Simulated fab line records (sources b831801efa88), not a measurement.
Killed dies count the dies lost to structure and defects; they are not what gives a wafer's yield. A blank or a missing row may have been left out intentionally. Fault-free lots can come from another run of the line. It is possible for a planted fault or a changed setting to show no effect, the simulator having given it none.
What tool caused it? ; flow sky130 ; 12 lots, 36 wafers sampled, at 3 steps of a route of 708

WHAT EACH GAUGE READ, for each wafer
SKY_CONTACT_RS_MEAS_25: a four-point-probe measurement.
lot;measured;on;CONTACT_W_RS (ohm/sq)
L075;day 31 20:43;filmMetro-03;0.332 0.338 0.333
L077;day 32 15:02;filmMetro-03;0.339 0.332 0.332
L079;day 33 00:55;filmMetro-04;0.342 0.342 0.340
L081;day 33 20:35;filmMetro-01;0.333 0.337 0.333
L082;day 34 14:08;filmMetro-01;0.332 0.336 0.336
L085;day 35 13:11;filmMetro-03;0.336 0.338 0.338
L087;day 35 22:00;filmMetro-04;0.341 0.337 0.338
L089;day 36 17:28;filmMetro-04;0.335 0.335 0.341
L091;day 37 06:28;filmMetro-01;0.335 0.336 0.339
L093;day 38 06:35;filmMetro-04;0.342 0.339 0.344
L095;day 38 12:47;filmMetro-03;0.335 0.340 0.334
L097;day 38 20:21;filmMetro-03;0.336 0.340 0.336

WHAT TOOL EACH LOT RAN ON (gives the tool, then ch and the chambers of the sampled wafers, and finally the start)
lot;SKY_POLY_CUT_ETCH_11;SKY_CONTACT_ETCH_17
L075;rieDiel-04 ch 1,2,3, day 24 08:19;rieDiel-02 ch 0,1,3, day 31 19:50
L077;rieDiel-03 ch 1,3, day 25 04:56;rieDiel-01 ch 1,2, day 32 14:10
L079;rieDiel-01 ch 0,1,2, day 25 15:26;rieDiel-01 ch 0,1,3, day 33 00:02
L081;rieDiel-04 ch 1,2,3, day 26 11:50;rieDiel-04 ch 1,2, day 33 19:43
L082;rieDiel-03 ch 2,3, day 27 06:23;rieDiel-01 ch 0,2,3, day 34 13:08
L085;rieDiel-03 ch 0,1,2, day 28 08:01;rieDiel-04 ch 0,1, day 35 12:19
L087;rieDiel-04 ch 0,1,2, day 28 15:52;rieDiel-04 ch 1,2,3, day 35 21:01
L089;rieDiel-01 ch 0,1,2, day 29 11:05;rieDiel-04 ch 1,3, day 36 16:05
L091;rieDiel-04 ch 0,1,2, day 30 03:07;rieDiel-01 ch 0,2, day 37 05:34
L093;rieDiel-01 ch 0,1,3, day 31 05:58;rieDiel-01 ch 0,1, day 38 05:37
L095;rieDiel-03 ch 1,2,3, day 31 14:05;rieDiel-02 ch 0,1,3, day 38 11:56
L097;rieDiel-01 ch 0,1, day 31 20:29;rieDiel-01 ch 2,3, day 38 19:22
- SKY_POLY_CUT_ETCH_11: etches Si3N4 in CF4/CH2F2/Ar, stops on poly-Si, time 42.5 s, target depth 60 nm.
- SKY_CONTACT_ETCH_17: etches SiO2 in C4F8/O2/Ar, stops on Si3N4, target depth 340 nm.

THE ANSWER, worked out from the rows above alone
Rule: the usual values come from the lots themselves. Put in order of their means at a reading, lots are off if they are a third of the lots or fewer, leave a main group of 4 or more, and stand apart from it by a gap of 3 or more times the standard deviation of the main group's means; of several such gaps the widest counts. Not used: any main group whose means are identical at the precision the tables above print for the reading. Also off: a lot with no number at a reading for which 4 or more lots have one. All remaining lots with rows at the step are treated as sound.
No lot is off at any reading shown: from this, nothing can be told.

WHAT THE SIMULATOR HAD PUT IN
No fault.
